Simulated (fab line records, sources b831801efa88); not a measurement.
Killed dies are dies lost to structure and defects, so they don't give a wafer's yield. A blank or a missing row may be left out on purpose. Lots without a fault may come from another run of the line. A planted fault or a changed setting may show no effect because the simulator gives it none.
fab line records | flow gf180mcu
record lots=7 wafers=21 last_day=33
route steps=602 shown STI@1
lots that met no fault: from a run of the same line without faults
start_h: hours from the record's first day to the start of the lot's first wafer shown | wait_h: hours since the lot's step before | " the same as in the row above | L1.1+2: a row that stands for several wafers | - no value, or no start given | * or withheld: withheld | < > ~ a bound
route shown NAME@n: a module of which the file shows steps, and the number in the route of the first | usual: mean/standard deviation of fault-free wafers | same: alike in all rows | chamber/n: place in a boat | sites: the reading at each site | _std_site: their standard deviation | _edge_site: outer sites' mean less inner sites' | radius_mm: how far each site lies from the wafer's centre | mask NAME#n: copy n | behind: the tool/chamber that last shaped the wafer | hold: why the lot was held/for how many hours/how that ended | device: the transistor (n, p or np) that didn't switch | end of line: the same wafers' tests at the end of the route | a step without rows: its recipe alone | killed: dies lost to structure and defects at the first sort, not the wafer's yield | map: a wafer's dies, x killed, . not, _ none there
set.NAME: the setting as run; set.NAME@STEP: as run at that earlier step | model.NAME: the simulator's own value behind a step, which no gauge read
lots at some steps of the route; a table a step, a row a wafer
## steps
# step GF_STI_BOW_MEAS_00
# recipe mode=bow
# usual INCOMING_BOW=-1/6.5
# columns lot.wafer tool chamber start_h wait_h INCOMING_BOW[um]
L945.2 film_metro-03 - 15.02 - -3
L945.4 " - " " 4
L945.5 " - " " -3
L950.1 film_metro-04 - 40.00 - 3
L950.3 " - " " 1
L950.5 " - " " 6
L951.2 film_metro-03 - 45.02 - 9
L951.3 " - " " 2
L951.6 " - " " -8
L952.2 film_metro-03 - 50.02 - -5
L952.3 " - " " -3
L952.6 " - " " 1
L958.3 film_metro-02 - 80.04 - 0
L958.4 " - " " -10
L958.6 " - " " 0
L961.1 film_metro-02 - 95.00 - 2
L961.3 " - " " -14
L961.4 " - " " 2
L962.3 film_metro-02 - 100.04 - 1
L962.4 " - " " -3
L962.5 " - " " -7
# step GF_STI_OXIDATION_01
# recipe temp_c=900 ambient=O2 stabilise_s=600 purge_s=300 target_thk_a=100 ox_time_s=1418
# step GF_STI_THK_MEAS_02
# recipe reads=SiO2_of_STI_OXIDATION_01
# usual STI_OXIDATION_THK=10.03/0.2
# columns lot.wafer tool chamber start_h wait_h STI_OXIDATION_THK[nm]
L945.2 film_metro-03 - 16.69 0.0 10.08
L945.4 " - " " 10.13
L945.5 " - " " 10.23
L950.1 film_metro-02 - 42.66 0.0 10.16
L950.3 " - " " 10.06
L950.5 " - " " 10.09
L951.2 film_metro-04 - 49.35 0.0 9.92
L951.3 " - " " 9.91
L951.6 " - " " 9.94
L952.2 film_metro-04 - 51.87 0.0 9.61
L952.3 " - " " 9.90
L952.6 " - " " 9.91
L958.3 film_metro-04 - 83.48 0.0 10.16
L958.4 " - " " 10.09
L958.6 " - " " 10.11
L961.1 film_metro-03 - 96.51 0.0 10.25
L961.3 " - " " 10.14
L961.4 " - " " 10.28
L962.3 film_metro-03 - 101.88 0.0 9.57
L962.4 " - " " 9.72
L962.5 " - " " 9.69
# step GF_STI_CVD_03
# recipe material=Si3N4 precursor=DCS/NH3 target_thk_nm=207.16 temp_c=770 time_s=3551 pressure_mtorr=250
# step GF_STI_THK_MEAS_04
# recipe reads=Si3N4_of_STI_CVD_03
# usual STI_CVD_03_THK=206.9/2.1
# columns lot.wafer tool chamber start_h wait_h STI_CVD_03_THK[nm]
L945.2 film_metro-04 - 18.73 0.0 205.7
L945.4 " - " " 202.5
L945.5 " - " " 204.7
L950.1 film_metro-04 - 45.70 0.0 210.3
L950.3 " - " " 208.5
L950.5 " - " " 209.5
L951.2 film_metro-04 - 51.40 0.0 206.3
L951.3 " - " " 206.6
L951.6 " - " " 206.8
L952.2 film_metro-02 - 54.91 0.0 211.0
L952.3 " - " " 209.5
L952.6 " - " " 209.9
L958.3 film_metro-04 - 85.52 0.0 209.1
L958.4 " - " " 207.7
L958.6 " - " " 208.6
L961.1 film_metro-02 - 99.55 0.0 207.9
L961.3 " - " " 208.9
L961.4 " - " " 207.3
L962.3 film_metro-02 - 103.93 0.0 205.7
L962.4 " - " " 206.7
L962.5 " - " " 207.5
# step GF_STI_DEHYDRATE_05
# recipe temp_c=200 time_s=60
# step GF_STI_HMDS_06
# recipe prime_time_s=60 prime_temp_c=120
# step GF_STI_COAT_07
# recipe resist=KrF spin_rpm=withheld resist_thk_nm=700
# step GF_STI_SOFTBAKE_08
# recipe temp_c=130 time_s=60 resist=KrF
# step GF_STI_EXPOSE_09
# recipe mask_id=COMP target_cd_nm=220 na=0.68 source_shape=conventional sigma_outer=0.6 dose_mj=28
# step GF_STI_PEB_10
# recipe peb_temp_c=135 peb_time_s=90 resist=KrF
# step GF_STI_DEVELOP_11
# recipe develop_time_s=60 dev_temp_c=21
# usual chill_plate_temp_C=23.01/0.097 develop_time_s=60/0 developer_temp_C=21.00/0.11
# columns lot.wafer tool chamber start_h wait_h chill_plate_temp_C develop_time_s developer_temp_C model.KrF_of_STI_COAT_07.thk_nm
L945.2 litho_track-01 0 30.15 0.2 23.04 60 20.95 684.6
L945.4 " 0 " " 23.07 60 21.12 686.3
L945.5 " 0 " " 23.09 60 20.95 686
L950.1 litho_track-02 - 57.90 0.2 - - - 698.4
L950.3 " - " " - - - 700
L950.5 " - " " - - - 701
L951.2 litho_track-01 - 63.80 0.2 - - - 702.1
L951.3 " - " " - - - 703.6
L951.6 " - " " - - - 704.5
L952.2 litho_track-01 - 67.65 0.2 - - - 699.4
L952.3 " - " " - - - 700.8
L952.6 " - " " - - - 700
L958.3 litho_track-04 0 99.06 0.1 23.01 60 20.93 684.4
L958.4 " 0 " " 23.09 60 20.99 684.7
L958.6 " 0 " " 23.02 60 20.91 683.4
L961.1 litho_track-04 0 114.66 0.2 22.87 60 21.16 688.7
L961.3 " 0 " " 22.97 60 21.06 686.4
L961.4 " 0 " " 22.98 60 21.03 688.2
L962.3 litho_track-02 0 117.50 0.1 23.25 60 21.04 685.6
L962.4 " 0 " " 23.02 60 20.98 685.7
L962.5 " 0 " " 23.15 60 20.90 685.8
# step GF_STI_CD_MEAS_12
# recipe target_cd_nm=220
# usual cd_nm=219.7/1.2
# columns lot.wafer tool chamber start_h wait_h cd_nm
L945.2 cd_sem-01 - 30.29 0.1 219.7
L945.4 " - " " 220.4
L945.5 " - " " 220.5
L950.1 cd_sem-01 - 58.05 0.1 -
L950.3 " - " " -
L950.5 " - " " -
L951.2 cd_sem-01 - 63.94 0.1 -
L951.3 " - " " -
L951.6 " - " " -
L952.2 cd_sem-02 - 67.79 0.1 -
L952.3 " - " " -
L952.6 " - " " -
L958.3 cd_sem-01 - 99.20 0.1 219.3
L958.4 " - " " 219.6
L958.6 " - " " 219.7
L961.1 cd_sem-02 - 114.81 0.1 220.2
L961.3 " - " " 219.8
L961.4 " - " " 221.0
L962.3 cd_sem-01 - 117.64 0.1 219.7
L962.4 " - " " 220.6
L962.5 " - " " 219.8
## key
first_sign step=GF_STI_DEVELOP_11 reading=tool_record direction=missing
effect none on later readings
model_effect step=GF_STI_DEVELOP_11 value=KrF_of_STI_COAT_07.thk_nm without=686.2 struck=701.1
met_at GF_STI_DEVELOP_11
struck_wafers L950.1,L950.3,L950.5,L951.2,L951.3,L951.6,L952.2,L952.3,L952.6
later_rows_left_out L950.1,L950.3,L950.5,L951.2,L951.3,L951.6,L952.2,L952.3,L952.6
sort_left_out L950.1,L950.3,L950.5,L951.2,L951.3,L951.6,L952.2,L952.3,L952.6
tester_left_out L950,L951,L952
onset_between 30.15 57.90
fault kind=skipped_step_whole tool=litho_track-01,litho_track-02 chamber=- onset_h=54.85 steps=GF_STI_DEVELOP_11 scope=struck_lots_only
# tester_left_out: of these lots the tester's yield and bins aren't shown, on N5 and GAA mostly nor the transistor test; their killed dies are dies lost to structure and defects alone, not to doping, threshold or leakage, so they don't give the yield
# sort_left_out: the simulated sort isn't trusted on such a fault, so these wafers' sort isn't shown, and their yield isn't known
# later_rows_left_out: the simulator's readings of these wafers behind a module that went badly wrong aren't trusted and aren't shown, but for the sort
